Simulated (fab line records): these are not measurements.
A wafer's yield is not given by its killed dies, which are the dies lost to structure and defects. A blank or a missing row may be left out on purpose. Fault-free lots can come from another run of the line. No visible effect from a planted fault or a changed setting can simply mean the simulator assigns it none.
2 desks looking at one fault	flow gf180mcu	every desk sees just its own numbers, and what lay behind them comes last

== FOR THE TOOL OWNER'S DESK: cvd w-02 ==
The tool's own readings at GF_V5_CVD_23 (deposits W, target thk 350 nm, time 104.9 s): means of the sampled wafers that have a number, for each lot that ran on this tool. Marked OUT: a lot whose mean sits more than 4 standard deviations from the usual mean, which makes it out of limits; the brackets give that distance.
Columns: A = heater power outer w at GF_V5_CVD_23, usual 546 W; B = heater power w at GF_V5_CVD_23, usual 925 W
lot	first seen here	A	B
L887	day 29 06:33	468	854
L888	day 29 14:22	489	850
L900	day 33 02:11	490	862
Finding of this desk: none of the 3 lots has anything out of limits.

== THE METROLOGY DESK ==
What the gauges read, lot by lot, whatever tool the lot ran on: means of the sampled wafers that have a number. Marked OUT: a lot whose mean sits more than 4 standard deviations from the usual mean, which makes it out of limits; the brackets give that distance.
Columns: A = cd nm at GF_V5_CD_MEAS_14, usual 260.1 nm; B = V5_OVL at GF_V5_OVL_MEAS_15, usual 3 nm; C = V5_W_RS at GF_V5_RS_MEAS_24, usual 0.329 ohm/sq
lot	first seen here	A	B	C
L882	day 27 10:58	258.2	10	0.328
L887	day 29 05:38	261.3	10	0.318
L888	day 29 13:24	258.9	-1	0.332
L896	day 31 18:01	259.1	2	0.331
L899	day 32 16:31	262.2	5	0.330
L900	day 33 01:13	257.9	8	0.332
Finding of this desk: none of the 6 lots has anything out of limits.

== TAKEN TOGETHER ==
The desk of the tool owner found nothing out of limits.
The metrology desk saw nothing out of limits.

== WHAT THE SIMULATOR HAD INSERTED ==
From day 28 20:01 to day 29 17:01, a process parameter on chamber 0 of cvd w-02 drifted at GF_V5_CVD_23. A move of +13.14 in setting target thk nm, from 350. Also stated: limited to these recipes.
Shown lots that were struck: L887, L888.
